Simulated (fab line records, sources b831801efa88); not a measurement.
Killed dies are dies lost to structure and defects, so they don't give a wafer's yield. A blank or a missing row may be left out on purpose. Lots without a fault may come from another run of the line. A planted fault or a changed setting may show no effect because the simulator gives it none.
fab line records | flow sky130
record lots=5 wafers=15 last_day=49
route steps=708 shown SPACER@305 POLY_CUT@307 SD_P@320 RES_XHIGH@332 SD_N@342
lots that met no fault: from a run of the same line without faults
start_h: hours from the record's first day to the start of the lot's first wafer shown | wait_h: hours since the lot's step before | " the same as in the row above | L1.1+2: a row that stands for several wafers | - no value, or no start given | * or withheld: withheld | < > ~ a bound
route shown NAME@n: a module of which the file shows steps, and the number in the route of the first | usual: mean/standard deviation of fault-free wafers | same: alike in all rows | chamber/n: place in a boat | sites: the reading at each site | _std_site: their standard deviation | _edge_site: outer sites' mean less inner sites' | radius_mm: how far each site lies from the wafer's centre | mask NAME#n: copy n | behind: the tool/chamber that last shaped the wafer | hold: why the lot was held/for how many hours/how that ended | device: the transistor (n, p or np) that didn't switch | end of line: the same wafers' tests at the end of the route | a step without rows: its recipe alone | killed: dies lost to structure and defects at the first sort, not the wafer's yield | map: a wafer's dies, x killed, . not, _ none there
set.NAME: the setting as run; set.NAME@STEP: as run at that earlier step | model.NAME: the simulator's own value behind a step, which no gauge read
lots at some steps of the route; a table a step, a row a wafer
services: from which hour (start_h, from the record's first day; less than 0 if before it) a tool's chamber was out of use, for how many hours, and why
## steps
# step SKY_SPACER_THK_MEAS_01
# recipe reads=Si3N4_of_SPACER_CVD_00
# usual SPACER_CVD_00_THK=43.1/0.36
# columns lot.wafer tool chamber start_h wait_h SPACER_CVD_00_THK[nm]
L076.1 film_metro-04 - 544.26 0.0 43.3
L076.2 " - " " 43.5
L076.3 " - " " 43.1
L081.4 film_metro-04 - 594.78 0.0 43.1
L081.5 " - " " 43.3
L081.6 " - " " 43.3
L085.1 film_metro-03 - 629.09 0.0 43.4
L085.5 " - " " 43.2
L085.6 " - " " 42.9
L088.1 film_metro-02 - 646.38 0.0 42.7
L088.2 " - " " 42.9
L088.4 " - " " 43.2
L090.1 film_metro-02 - 669.05 0.0 43.6
L090.3 " - " " 43.9
L090.4 " - " " 43.6
# step SKY_SPACER_ETCHBACK_02
# recipe chemistry=CH3F/O2 target=Si3N4 stop_on=SiO2 source_w=400 bias_w=80 pressure_mtorr=25 ch3f_flow_sccm=40 O2_flow_sccm=30 time_s=46.7 target_depth_a=450
# usual ch3f_flow_sccm=39.98/0.12 chamber_pressure_mTorr=24.998/0.025 drypump_motor_current_A=5.7/0.43 oes_product_au=0.855/0.0058 throttle_valve_pct=10.563/0.009
# columns lot.wafer tool chamber start_h wait_h ch3f_flow_sccm chamber_pressure_mTorr drypump_motor_current_A oes_product_au rf_hours_counter_h throttle_valve_pct
L076.1 rie_diel-04 2 544.32 0.1 39.88 25.005 5.1 0.858 13 10.557
L076.2 " 3 " " 39.85 25.001 5.3 0.849 2 10.574
L076.3 " 0 " " 39.81 25.017 6.0 0.851 19 10.574
L081.4 rie_diel-01 0 594.81 0.0 40.00 25.022 6.2 0.850 53 10.548
L081.5 " 2 " " 40.09 25.021 5.4 0.855 - 10.555
L081.6 " 1 " " 40.10 25.045 5.7 0.850 - 10.560
L085.1 rie_diel-02 1 629.15 0.1 39.89 25.065 5.5 0.864 5 10.567
L085.5 " 0 " " 40.08 24.970 5.8 0.853 - 10.554
L085.6 " 1 " " 39.91 25.013 5.5 0.855 - 10.551
L088.1 rie_diel-02 1 646.44 0.1 40.02 24.996 5.5 0.851 5 10.577
L088.2 " 3 " " 40.02 24.975 5.7 0.847 1 10.546
L088.4 " 2 " " 40.07 25.018 6.4 0.856 33 10.567
L090.1 rie_diel-04 3 669.11 0.1 39.83 24.994 5.3 0.862 4 10.554
L090.3 " 0 " " 40.10 24.994 6.0 0.861 22 10.570
L090.4 " 1 " " 39.84 25.011 4.9 0.860 8 10.561
# step SKY_POLY_CUT_DEHYDRATE_00
# recipe temp_c=200 time_s=60
# columns lot.wafer tool chamber start_h wait_h
L076.1+2+3 litho_track-04 0 558.61 14.3
L081.4+5+6 litho_track-02 0 608.71 13.9
L085.1+5+6 litho_track-02 0 643.23 14.1
L088.1+2+4 litho_track-04 0 660.11 13.6
L090.1+3+4 litho_track-03 0 683.62 14.5
# step SKY_POLY_CUT_HMDS_01
# recipe prime_time_s=60 prime_temp_c=120
# same prime_time_s=60
# columns lot.wafer tool chamber start_h wait_h
L076.1+2+3 litho_track-04 0 558.76 0.1
L081.4+5+6 litho_track-02 0 608.86 0.1
L085.1+5+6 litho_track-02 0 643.38 0.1
L088.1+2+4 litho_track-04 0 660.26 0.1
L090.1+3+4 litho_track-03 0 683.77 0.1
# step SKY_POLY_CUT_COAT_02
# recipe resist=BARC temp_c=withheld time_s=withheld spin_rpm=3000 resist_thk_nm=60
# columns lot.wafer tool chamber start_h wait_h
L076.1+2+3 litho_track-04 0 558.91 0.1
L081.4+5+6 litho_track-02 0 609.01 0.1
L085.1+5+6 litho_track-02 0 643.53 0.1
L088.1+2+4 litho_track-04 0 660.41 0.1
L090.1+3+4 litho_track-03 0 683.92 0.1
# step SKY_POLY_CUT_COAT_03
# recipe resist=KrF-thick spin_rpm=3000 resist_thk_nm=450
# columns lot.wafer tool chamber start_h wait_h
L076.1+2+3 litho_track-04 0 - -
L081.4+5+6 litho_track-02 0 - -
L085.1+5+6 litho_track-02 0 - -
L088.1+2+4 litho_track-04 0 - -
L090.1+3+4 litho_track-03 0 - -
# step SKY_POLY_CUT_SOFTBAKE_04
# recipe temp_c=100 time_s=90 resist=KrF-thick
# columns lot.wafer tool chamber start_h wait_h
L076.1+2+3 litho_track-04 0 - -
L081.4+5+6 litho_track-02 0 - -
L085.1+5+6 litho_track-02 0 - -
L088.1+2+4 litho_track-04 0 - -
L090.1+3+4 litho_track-03 0 - -
# step SKY_POLY_CUT_EXPOSE_05
# recipe mask_id=NPCM na=0.8 source_shape=annular sigma_inner=0.55 sigma_outer=0.85 target_cd_nm=270 dose_mj=32
# same sigma_inner=0.55
# columns lot.wafer tool chamber start_h wait_h mask
L076.1+2+3 krf_scanner-02 0 - - NPCM#0
L081.4+5+6 krf_scanner-01 0 - - NPCM#0
L085.1+5+6 krf_scanner-01 0 - - NPCM#0
L088.1+2+4 krf_scanner-01 0 - - NPCM#0
L090.1+3+4 krf_scanner-02 0 - - NPCM#0
# step SKY_POLY_CUT_PEB_06
# recipe peb_temp_c=withheld peb_time_s=withheld resist=KrF-thick
# columns lot.wafer tool chamber start_h wait_h
L076.1+2+3 litho_track-02 0 - -
L081.4+5+6 litho_track-03 0 - -
L085.1+5+6 litho_track-04 0 - -
L088.1+2+4 litho_track-03 0 - -
L090.1+3+4 litho_track-03 0 - -
# step SKY_POLY_CUT_DEVELOP_07
# recipe develop_time_s=60 resist=KrF-thick dev_temp_c=21
# usual developer_temp_C=21.00/0.13
# columns lot.wafer tool chamber start_h wait_h developer_temp_C
L076.1 litho_track-02 0 - - 21.11
L076.2 " 0 " " 20.78
L076.3 " 0 " " 21.04
L081.4 litho_track-03 0 - - 21.01
L081.5 " 0 " " 20.91
L081.6 " 0 " " 20.98
L085.1 litho_track-04 0 - - 20.93
L085.5 " 0 " " 20.78
L085.6 " 0 " " 20.88
L088.1 litho_track-03 0 - - 20.93
L088.2 " 0 " " 21.01
L088.4 " 0 " " 20.90
L090.1 litho_track-03 0 - - 21.02
L090.3 " 0 " " 20.80
L090.4 " 0 " " 21.02
# step SKY_POLY_CUT_CD_MEAS_08
# recipe target_cd_nm=270
# usual cd_nm=269.9/1.2
# columns lot.wafer tool chamber start_h wait_h cd_nm
L076.1 cd_sem-01 - 574.28 - 267.7
L076.2 " - " " 268.5
L076.3 " - " " 269.0
L081.4 cd_sem-02 - 624.28 - 270.4
L081.5 " - " " 270.9
L081.6 " - " " 270.3
L085.1 cd_sem-01 - 658.46 - 269.0
L085.5 " - " " 268.6
L085.6 " - " " 268.6
L088.1 cd_sem-01 - 675.52 - 271.4
L088.2 " - " " 270.2
L088.4 " - " " 271.0
L090.1 cd_sem-02 - 698.42 - 271.5
L090.3 " - " " 270.6
L090.4 " - " " 270.8
# step SKY_POLY_CUT_OVL_MEAS_09
# usual POLY_CUT_OVL=-1/5
# columns lot.wafer tool chamber start_h wait_h POLY_CUT_OVL[nm]
L076.1 overlay-02 - 574.40 0.1 -7
L076.2 " - " " -1
L076.3 " - " " -9
L081.4 overlay-01 - 624.36 0.1 -3
L081.5 " - " " -2
L081.6 " - " " -3
L085.1 overlay-02 - 658.58 0.1 -5
L085.5 " - " " -2
L085.6 " - " " -1
L088.1 overlay-01 - 675.64 0.1 1
L088.2 " - " " 4
L088.4 " - " " -4
L090.1 overlay-01 - 698.54 0.1 1
L090.3 " - " " -4
L090.4 " - " " 9
# step SKY_POLY_CUT_ETCH_10
# recipe chemistry=N2/H2 target=BARC ion_energy_ev=200 source_w=500 bias_w=100 pressure_mtorr=30 n2_flow_sccm=100 h2_flow_sccm=200 stop_on=SiO2 time_s=45.9 target_depth_a=600
# usual chamber_pressure_mTorr=30.000/0.027 drypump_motor_current_A=5.8/0.41 oes_product_au=0.854/0.0048 throttle_valve_pct=13.226/0.0098
# columns lot.wafer tool chamber start_h wait_h chamber_pressure_mTorr drypump_motor_current_A oes_product_au rf_hours_counter_h throttle_valve_pct
L076.1 rie_diel-04 3 574.44 0.0 30.011 5.3 0.857 3 13.230
L076.2 " 1 " " 30.016 4.9 0.850 6 13.227
L076.3 " 2 " " 30.021 5.2 0.853 14 13.228
L081.4 rie_diel-03 2 624.38 0.0 30.016 6.0 0.864 49 13.243
L081.5 " 2 " " 29.955 6.0 0.847 - 13.218
L081.6 " 1 " " 30.007 5.6 0.848 - 13.229
L085.1 rie_diel-04 3 658.62 0.0 30.034 5.3 0.854 4 13.227
L085.5 " 1 " " 30.042 4.9 0.861 - 13.227
L085.6 " 0 " " 29.994 6.0 0.863 - 13.226
L088.1 rie_diel-03 0 675.68 0.0 30.048 6.2 0.854 41 13.226
L088.2 " 2 " " 29.989 6.0 0.847 51 13.239
L088.4 " 0 " " 29.999 6.2 0.854 - 13.242
L090.1 rie_diel-02 2 698.58 0.0 29.997 6.5 0.849 34 13.215
L090.3 " 0 " " 29.934 5.7 0.854 0 13.226
L090.4 " 3 " " 30.039 5.7 0.859 2 13.219
# step SKY_POLY_CUT_ETCH_11
# recipe target=Si3N4 chemistry=CF4/CH2F2/Ar stop_on=poly-Si source_w=600 bias_w=150 pressure_mtorr=40 cf4_flow_sccm=40 ch2f2_flow_sccm=20 Ar_flow_sccm=150 time_s=42.5 target_depth_a=600
# usual chamber_pressure_mTorr=40.00/0.036 drypump_motor_current_A=5.8/0.41 mfc_ar_sccm=150.0/0.4 oes_product_au=0.830/0.0067 throttle_valve_pct=14.995/0.0086
# columns lot.wafer tool chamber start_h wait_h chamber_pressure_mTorr drypump_motor_current_A mfc_ar_sccm oes_product_au rf_hours_counter_h throttle_valve_pct
L076.1 rie_diel-04 3 574.48 0.0 39.93 5.3 150.0 0.834 3 14.972
L076.2 " 1 " " 40.01 4.9 149.6 0.835 6 15.009
L076.3 " 2 " " 40.01 5.1 150.1 0.827 14 14.983
L081.4 rie_diel-03 2 624.42 0.0 39.96 6.0 149.7 0.822 49 14.972
L081.5 " 2 " " 39.98 6.0 149.6 0.826 - 14.988
L081.6 " 1 " " 40.08 5.6 149.8 0.834 - 15.004
L085.1 rie_diel-04 3 658.66 0.0 40.01 5.3 150.2 0.833 4 14.997
L085.5 " 1 " " 40.00 4.9 150.4 0.827 - 14.987
L085.6 " 0 " " 39.98 6.0 150.4 0.834 - 14.983
L088.1 rie_diel-03 0 675.72 0.0 40.07 6.2 149.7 0.830 41 15.004
L088.2 " 2 " " 40.00 5.9 150.6 0.819 51 14.992
L088.4 " 0 " " 39.99 6.2 149.5 0.837 - 14.993
L090.1 rie_diel-02 2 698.62 0.0 40.01 6.4 150.4 0.831 34 14.987
L090.3 " 0 " " 39.92 5.7 149.9 0.834 0 14.982
L090.4 " 3 " " 39.97 5.7 150.1 0.835 2 15.000
# step SKY_POLY_CUT_STRIP_12
# recipe chemistry=O2/N2 power_w=1400 pressure_mtorr=1500 platen_temp_c=withheld o2_flow_sccm=3000 n2_flow_sccm=300 overash_fraction=0.5
# usual chamber_pressure_mTorr=1500.0/1.4 drypump_motor_current_A=6.0/0.78 oes_product_au=0.453/0.0042 strip_time_to_endpoint_s=5.359/0.016
# same overash_fraction=0.5
# columns lot.wafer tool chamber start_h wait_h chamber_pressure_mTorr drypump_motor_current_A oes_product_au rf_hours_counter_h strip_time_to_endpoint_s
L076.1 plasma_asher-03 1 574.52 0.0 1498.3 6.7 0.454 88 5.390
L076.2 " 0 " " 1498.1 6.5 0.448 88 5.361
L076.3 " 1 " " 1499.4 6.7 0.453 - 5.367
L081.4 plasma_asher-02 0 624.50 0.1 1500.4 4.8 0.456 - 5.363
L081.5 " 1 " " 1502.9 5.0 0.456 - 5.364
L081.6 " 0 " " 1498.3 4.8 0.455 - 5.329
L085.1 plasma_asher-03 1 658.70 0.0 1500.5 6.7 0.446 97 5.355
L085.5 " 1 " " 1499.2 6.7 0.454 - 5.357
L085.6 " 0 " " 1499.5 6.5 0.451 - 5.370
L088.1 plasma_asher-03 1 675.76 0.0 1500.4 6.7 0.451 98 5.384
L088.2 " 0 " " 1499.4 6.5 0.463 98 5.365
L088.4 " 1 " " 1499.9 6.7 0.452 - 5.369
L090.1 plasma_asher-03 0 698.70 0.1 1501.3 6.5 0.460 103 5.343
L090.3 " 0 " " 1500.7 6.5 0.457 - 5.336
L090.4 " 1 " " 1499.9 6.7 0.453 - 5.348
# step SKY_SD_P_DEHYDRATE_00
# recipe temp_c=200 time_s=60
# columns lot.wafer tool chamber start_h wait_h
L076.1+2+3 litho_track-02 0 589.38 14.8
L081.4+5+6 litho_track-04 0 638.73 14.2
L085.1+5+6 litho_track-02 0 672.73 14.0
L088.1+2+4 litho_track-01 0 689.64 13.8
L090.1+3+4 litho_track-02 0 712.38 13.6
# step SKY_SD_P_HMDS_01
# recipe prime_time_s=60 prime_temp_c=120
# same prime_time_s=60
# columns lot.wafer tool chamber start_h wait_h
L076.1+2+3 litho_track-02 0 589.53 0.1
L081.4+5+6 litho_track-04 0 638.88 0.1
L085.1+5+6 litho_track-02 0 672.88 0.1
L088.1+2+4 litho_track-01 0 689.79 0.1
L090.1+3+4 litho_track-02 0 712.53 0.1
# step SKY_SD_P_COAT_02
# recipe resist=NOVOLAK spin_rpm=3000 resist_thk_nm=1140
# columns lot.wafer tool chamber start_h wait_h
L076.1+2+3 litho_track-02 0 589.68 0.1
L081.4+5+6 litho_track-04 0 639.03 0.1
L085.1+5+6 litho_track-02 0 673.03 0.1
L088.1+2+4 litho_track-01 0 689.94 0.1
L090.1+3+4 litho_track-02 0 712.68 0.1
# step SKY_SD_P_SOFTBAKE_03
# recipe temp_c=90 time_s=60 resist=NOVOLAK
# columns lot.wafer tool chamber start_h wait_h
L076.1+2+3 litho_track-02 0 589.83 0.1
L081.4+5+6 litho_track-04 0 639.18 0.1
L085.1+5+6 litho_track-02 0 673.18 0.1
L088.1+2+4 litho_track-01 0 690.09 0.1
L090.1+3+4 litho_track-02 0 712.83 0.1
# step SKY_SD_P_EXPOSE_04
# recipe mask_id=PSDM na=0.6 source_shape=conventional sigma_outer=0.6 polarization=unpolarized target_cd_nm=380 dose_mj=138
# columns lot.wafer tool chamber start_h wait_h mask
L076.1+2+3 iline_stepper-01 0 - - PSDM#0
L081.4+5+6 iline_stepper-02 0 - - PSDM#0
L085.1+5+6 iline_stepper-02 0 - - PSDM#0
L088.1+2+4 iline_stepper-01 0 - - PSDM#0
L090.1+3+4 iline_stepper-01 0 - - PSDM#0
# step SKY_SD_P_PEB_05
# recipe temp_c=withheld time_s=* resist=NOVOLAK
# columns lot.wafer tool chamber start_h wait_h
L076.1+2+3 litho_track-02 0 - -
L081.4+5+6 litho_track-02 0 - -
L085.1+5+6 litho_track-04 0 - -
L088.1+2+4 litho_track-01 0 - -
L090.1+3+4 litho_track-02 0 - -
# step SKY_SD_P_DEVELOP_06
# recipe resist=NOVOLAK developer=TMAH develop_time_s=60 dev_temp_c=23
# usual developer_temp_C=22.97/0.12
# columns lot.wafer tool chamber start_h wait_h developer_temp_C
L076.1 litho_track-02 0 604.03 0.1 23.20
L076.2 " 0 " " 23.08
L076.3 " 0 " " 22.98
L081.4 litho_track-02 0 653.96 0.1 22.76
L081.5 " 0 " " 22.80
L081.6 " 0 " " 22.98
L085.1 litho_track-04 0 687.46 0.1 23.10
L085.5 " 0 " " 23.05
L085.6 " 0 " " 22.92
L088.1 litho_track-01 0 705.24 0.1 22.95
L088.2 " 0 " " 22.96
L088.4 " 0 " " 22.91
L090.1 litho_track-02 0 726.63 0.1 23.17
L090.3 " 0 " " 23.02
L090.4 " 0 " " 22.88
# step SKY_SD_P_CD_MEAS_07
# recipe target_cd_nm=380
# usual cd_nm=379.6/2.7
# columns lot.wafer tool chamber start_h wait_h cd_nm
L076.1 cd_sem-02 - 604.18 0.1 377.9
L076.2 " - " " 378.2
L076.3 " - " " 379.1
L081.4 cd_sem-02 - 654.09 0.1 384.7
L081.5 " - " " 384.6
L081.6 " - " " 385.9
L085.1 cd_sem-02 - 687.61 0.1 379.4
L085.5 " - " " 381.6
L085.6 " - " " 381.1
L088.1 cd_sem-01 - 705.39 0.1 374.8
L088.2 " - " " 378.2
L088.4 " - " " 377.6
L090.1 cd_sem-01 - 726.78 0.1 383.5
L090.3 " - " " 383.2
L090.4 " - " " 381.5
# step SKY_SD_P_OVL_MEAS_08
# usual SD_P_OVL=0.8/1.4
# columns lot.wafer tool chamber start_h wait_h SD_P_OVL[nm]
L076.1 overlay-01 - 604.30 0.1 0.4
L076.2 " - " " 2.5
L076.3 " - " " 0.5
L081.4 overlay-02 - 654.17 0.1 1.6
L081.5 " - " " 1.7
L081.6 " - " " 1.7
L085.1 overlay-01 - 687.73 0.1 0.9
L085.5 " - " " -0.6
L085.6 " - " " 1.2
L088.1 overlay-01 - 705.51 0.1 -0.9
L088.2 " - " " -1.1
L088.4 " - " " -2.5
L090.1 overlay-02 - 726.90 0.1 2.4
L090.3 " - " " 1.3
L090.4 " - " " 2.6
# step SKY_SD_P_IMPLANT_09
# recipe species=BF2 energy_kev=20 dose_cm2=3e+15 tilt_deg=0
# columns lot.wafer tool chamber start_h wait_h
L076.1+2+3 implanter-02 0 604.34 0.0
L081.4+5+6 implanter-03 0 654.26 0.1
L085.1+5+6 implanter-02 0 687.77 0.0
L088.1+2+4 implanter-02 0 705.55 0.0
L090.1+3+4 implanter-04 0 726.94 0.0
# step SKY_SD_P_STRIP_10
# recipe chemistry=O2/N2 power_w=1400 pressure_mtorr=1500 platen_temp_c=withheld o2_flow_sccm=3000 n2_flow_sccm=300 overash_fraction=0.5
# usual chamber_pressure_mTorr=1500.0/1.4 drypump_motor_current_A=6.0/0.71 oes_product_au=0.617/0.0043 strip_time_to_endpoint_s=17.51/0.035
# same overash_fraction=0.5
# columns lot.wafer tool chamber start_h wait_h chamber_pressure_mTorr drypump_motor_current_A oes_product_au rf_hours_counter_h strip_time_to_endpoint_s
L076.1 plasma_asher-04 1 604.49 0.1 1495.7 4.7 0.615 47 17.55
L076.2 " 0 " " 1502.3 6.3 0.618 47 17.51
L076.3 " 1 " " 1500.3 4.8 0.622 - 17.53
L081.4 plasma_asher-03 0 654.37 0.1 1498.7 6.5 0.615 - 17.49
L081.5 " 0 " " 1500.5 6.5 0.614 - 17.55
L081.6 " 1 " " 1503.4 6.7 0.628 - 17.55
L085.1 plasma_asher-01 0 687.92 0.1 1498.5 5.9 0.619 28 17.48
L085.5 " 0 " " 1498.3 5.9 0.623 - 17.50
L085.6 " 1 " " 1498.9 6.6 0.615 - 17.48
L088.1 plasma_asher-01 1 705.70 0.1 1502.6 6.7 0.610 31 17.54
L088.2 " 0 " " 1502.1 5.9 0.618 31 17.53
L088.4 " 1 " " 1499.4 6.7 0.617 - 17.56
L090.1 plasma_asher-01 0 727.09 0.1 1500.3 5.9 0.616 33 17.48
L090.3 " 1 " " 1497.2 6.7 0.619 - 17.47
L090.4 " 0 " " 1500.0 5.9 0.619 - 17.49
# step SKY_SD_P_TW_MEAS_11
# usual SD_P_TW=2814/31
# columns lot.wafer tool chamber start_h wait_h SD_P_TW
L076.1 film_metro-03 - 604.59 0.1 2811
L076.2 " - " " 2825
L076.3 " - " " 2808
L081.4 film_metro-03 - 654.47 0.1 2799
L081.5 " - " " 2787
L081.6 " - " " 2811
L085.1 film_metro-01 - 688.02 0.1 2856
L085.5 " - " " 2863
L085.6 " - " " 2866
L088.1 film_metro-03 - 705.80 0.1 2793
L088.2 " - " " 2781
L088.4 " - " " 2810
L090.1 film_metro-04 - 727.19 0.1 2812
L090.3 " - " " 2801
L090.4 " - " " 2804
# step SKY_RES_XHIGH_DEHYDRATE_00
# recipe temp_c=200 time_s=60
# columns lot.wafer tool chamber start_h wait_h
L076.1+2+3 litho_track-03 0 619.37 14.8
L081.4+5+6 litho_track-03 0 668.40 13.9
L085.1+5+6 litho_track-01 0 702.04 14.0
L088.1+2+4 litho_track-03 0 718.92 13.1
L090.1+3+4 litho_track-04 0 740.41 13.2
# step SKY_RES_XHIGH_HMDS_01
# recipe prime_time_s=60 prime_temp_c=120
# same prime_time_s=60
# columns lot.wafer tool chamber start_h wait_h
L076.1+2+3 litho_track-03 0 619.52 0.1
L081.4+5+6 litho_track-03 0 668.55 0.1
L085.1+5+6 litho_track-01 0 702.19 0.1
L088.1+2+4 litho_track-03 0 719.07 0.1
L090.1+3+4 litho_track-04 0 740.56 0.1
# step SKY_RES_XHIGH_COAT_02
# recipe resist=NOVOLAK spin_rpm=3000 resist_thk_nm=1140
# columns lot.wafer tool chamber start_h wait_h
L076.1+2+3 litho_track-03 0 619.67 0.1
L081.4+5+6 litho_track-03 0 668.70 0.1
L085.1+5+6 litho_track-01 0 702.34 0.1
L088.1+2+4 litho_track-03 0 719.22 0.1
L090.1+3+4 litho_track-04 0 740.71 0.1
# step SKY_RES_XHIGH_SOFTBAKE_03
# recipe temp_c=90 time_s=60 resist=NOVOLAK
# columns lot.wafer tool chamber start_h wait_h
L076.1+2+3 litho_track-03 0 619.82 0.1
L081.4+5+6 litho_track-03 0 668.85 0.1
L085.1+5+6 litho_track-01 0 702.49 0.1
L088.1+2+4 litho_track-03 0 719.37 0.1
L090.1+3+4 litho_track-04 0 740.86 0.1
# step SKY_RES_XHIGH_EXPOSE_04
# recipe mask_id=URPM na=0.6 source_shape=conventional sigma_outer=0.6 polarization=unpolarized target_cd_nm=1270 dose_mj=140
# columns lot.wafer tool chamber start_h wait_h mask
L076.1+2+3 iline_stepper-02 0 - - URPM#0
L081.4+5+6 iline_stepper-02 0 - - URPM#0
L085.1+5+6 iline_stepper-02 0 - - URPM#0
L088.1+2+4 iline_stepper-02 0 - - URPM#0
L090.1+3+4 iline_stepper-01 0 - - URPM#0
# step SKY_RES_XHIGH_PEB_05
# recipe temp_c=withheld time_s=* resist=NOVOLAK
# columns lot.wafer tool chamber start_h wait_h
L076.1+2+3 litho_track-01 0 - -
L081.4+5+6 litho_track-01 0 - -
L085.1+5+6 litho_track-03 0 - -
L088.1+2+4 litho_track-01 0 - -
L090.1+3+4 litho_track-04 0 - -
# step SKY_RES_XHIGH_DEVELOP_06
# recipe resist=NOVOLAK developer=TMAH develop_time_s=60 dev_temp_c=23
# usual developer_temp_C=23.01/0.1
# columns lot.wafer tool chamber start_h wait_h developer_temp_C
L076.1 litho_track-01 0 634.14 0.1 22.87
L076.2 " 0 " " 23.11
L076.3 " 0 " " 22.93
L081.4 litho_track-01 0 683.16 0.1 23.14
L081.5 " 0 " " 23.01
L081.6 " 0 " " 23.14
L085.1 litho_track-03 0 716.57 0.1 22.97
L085.5 " 0 " " 22.84
L085.6 " 0 " " 23.05
L088.1 litho_track-01 0 732.69 0.1 22.93
L088.2 " 0 " " 22.85
L088.4 " 0 " " 22.88
L090.1 litho_track-04 0 754.46 0.1 23.01
L090.3 " 0 " " 23.24
L090.4 " 0 " " 23.11
# step SKY_RES_XHIGH_IMPLANT_07
# recipe species=BF2 energy_kev=20 dose_cm2=3.6e+14 tilt_deg=0
# columns lot.wafer tool chamber start_h wait_h
L076.1+2+3 implanter-04 0 634.29 0.1
L081.4+5+6 implanter-02 0 683.31 0.1
L085.1+5+6 implanter-01 0 716.72 0.1
L088.1+2+4 implanter-01 0 732.84 0.1
L090.1+3+4 implanter-04 0 754.61 0.1
# step SKY_RES_XHIGH_STRIP_08
# recipe chemistry=O2/N2 power_w=1400 pressure_mtorr=1500 platen_temp_c=withheld o2_flow_sccm=3000 n2_flow_sccm=300 overash_fraction=0.5
# usual chamber_pressure_mTorr=1500.0/1.3 drypump_motor_current_A=5.7/0.76 oes_product_au=0.711/0.0047 strip_time_to_endpoint_s=14.28/0.036
# same overash_fraction=0.5
# columns lot.wafer tool chamber start_h wait_h chamber_pressure_mTorr drypump_motor_current_A oes_product_au rf_hours_counter_h strip_time_to_endpoint_s
L076.1 plasma_asher-02 0 634.44 0.1 1499.6 4.8 0.702 83 14.25
L076.2 " 1 " " 1500.4 5.0 0.720 83 14.24
L076.3 " 0 " " 1499.2 4.8 0.713 - 14.21
L081.4 plasma_asher-01 1 683.42 0.1 1500.9 6.7 0.706 - 14.26
L081.5 " 1 " " 1498.1 6.6 0.712 - 14.25
L081.6 " 0 " " 1499.7 5.9 0.711 - 14.27
L085.1 plasma_asher-04 0 716.87 0.1 1498.1 6.3 0.717 54 14.29
L085.5 " 1 " " 1498.1 4.8 0.705 - 14.22
L085.6 " 0 " " 1500.4 6.3 0.704 - 14.28
L088.1 plasma_asher-04 0 732.99 0.1 1500.7 6.3 0.705 56 14.31
L088.2 " 1 " " 1500.5 4.7 0.713 56 14.31
L088.4 " 0 " " 1502.8 6.3 0.719 - 14.26
L090.1 plasma_asher-04 1 754.76 0.1 1498.0 4.8 0.713 58 14.29
L090.3 " 1 " " 1500.0 4.7 0.708 - 14.26
L090.4 " 0 " " 1499.1 6.3 0.704 - 14.27
# step SKY_RES_XHIGH_TW_MEAS_09
# usual RES_XHIGH_TW=1638/18
# columns lot.wafer tool chamber start_h wait_h RES_XHIGH_TW
L076.1 film_metro-03 - 634.54 0.1 1626
L076.2 " - " " 1618
L076.3 " - " " 1615
L081.4 film_metro-03 - 683.52 0.1 1623
L081.5 " - " " 1612
L081.6 " - " " 1615
L085.1 film_metro-04 - 716.97 0.1 1626
L085.5 " - " " 1628
L085.6 " - " " 1632
L088.1 film_metro-04 - 733.09 0.1 1620
L088.2 " - " " 1620
L088.4 " - " " 1631
L090.1 film_metro-04 - 754.86 0.1 1635
L090.3 " - " " 1627
L090.4 " - " " 1632
# step SKY_SD_N_DEHYDRATE_00
# recipe temp_c=200 time_s=60
# columns lot.wafer tool chamber start_h wait_h
L076.1+2+3 litho_track-01 0 648.64 14.1
L081.4+5+6 litho_track-02 0 696.96 13.4
L085.1+5+6 litho_track-01 0 730.39 13.4
L088.1+2+4 litho_track-02 0 745.88 12.8
L090.1+3+4 litho_track-02 0 767.88 13.0
# step SKY_SD_N_HMDS_01
# recipe prime_time_s=60 prime_temp_c=120
# same prime_time_s=60
# columns lot.wafer tool chamber start_h wait_h
L076.1+2+3 litho_track-01 0 648.79 0.1
L081.4+5+6 litho_track-02 0 697.11 0.1
L085.1+5+6 litho_track-01 0 730.54 0.1
L088.1+2+4 litho_track-02 0 746.03 0.1
L090.1+3+4 litho_track-02 0 768.03 0.1
# step SKY_SD_N_COAT_02
# recipe resist=NOVOLAK spin_rpm=3000 resist_thk_nm=1140
# columns lot.wafer tool chamber start_h wait_h
L076.1+2+3 litho_track-01 0 648.94 0.1
L081.4+5+6 litho_track-02 0 697.26 0.1
L085.1+5+6 litho_track-01 0 730.69 0.1
L088.1+2+4 litho_track-02 0 746.18 0.1
L090.1+3+4 litho_track-02 0 768.18 0.1
# step SKY_SD_N_SOFTBAKE_03
# recipe temp_c=90 time_s=60 resist=NOVOLAK
# columns lot.wafer tool chamber start_h wait_h
L076.1+2+3 litho_track-01 0 649.09 0.1
L081.4+5+6 litho_track-02 0 697.41 0.1
L085.1+5+6 litho_track-01 0 730.84 0.1
L088.1+2+4 litho_track-02 0 746.33 0.1
L090.1+3+4 litho_track-02 0 768.33 0.1
# step SKY_SD_N_EXPOSE_04
# recipe mask_id=NSDM na=0.6 source_shape=conventional sigma_outer=0.6 polarization=unpolarized target_cd_nm=380 dose_mj=141
# columns lot.wafer tool chamber start_h wait_h mask
L076.1+2+3 iline_stepper-01 0 - - NSDM#0
L081.4+5+6 iline_stepper-02 0 - - NSDM#0
L085.1+5+6 iline_stepper-02 0 - - NSDM#0
L088.1+2+4 iline_stepper-02 0 - - NSDM#0
L090.1+3+4 iline_stepper-02 0 - - NSDM#0
# step SKY_SD_N_PEB_05
# recipe temp_c=withheld time_s=* resist=NOVOLAK
# columns lot.wafer tool chamber start_h wait_h
L076.1+2+3 litho_track-02 0 - -
L081.4+5+6 litho_track-01 0 - -
L085.1+5+6 litho_track-03 0 - -
L088.1+2+4 litho_track-03 0 - -
L090.1+3+4 litho_track-01 0 - -
## services
# columns tool chamber start_h hours kind
rie_diel-04 - 523.70 1.0 repair
rie_diel-04 0 528.08 8.5 repair
implanter-02 - 557.66 1.1 repair
rie_diel-04 - 563.93 0.4 repair
plasma_asher-04 - 565.34 2.8 pm
rie_diel-04 0 570.73 5.7 repair
rie_diel-04 3 583.79 5.0 repair
implanter-02 - 586.81 0.7 repair
implanter-02 - 587.04 0.7 repair
rie_diel-04 3 591.40 26.6 repair
rie_diel-04 - 598.07 0.2 repair
rie_diel-03 2 602.08 4.1 repair
iline_stepper-02 - 604.39 2.6 repair
iline_stepper-02 - 606.95 1.7 pm
rie_diel-02 3 614.29 6.9 repair
rie_diel-03 - 616.44 2.8 pm
iline_stepper-02 - 634.83 2.1 pm
iline_stepper-01 - 667.98 2.5 repair
iline_stepper-01 - 678.52 1.7 pm
iline_stepper-01 - 727.77 7.8 repair
plasma_asher-03 - 733.75 9.0 pm
rie_diel-04 1 743.46 4.8 repair
rie_diel-04 3 746.01 5.6 repair
iline_stepper-02 - 756.53 4.4 pm
## key
fault none
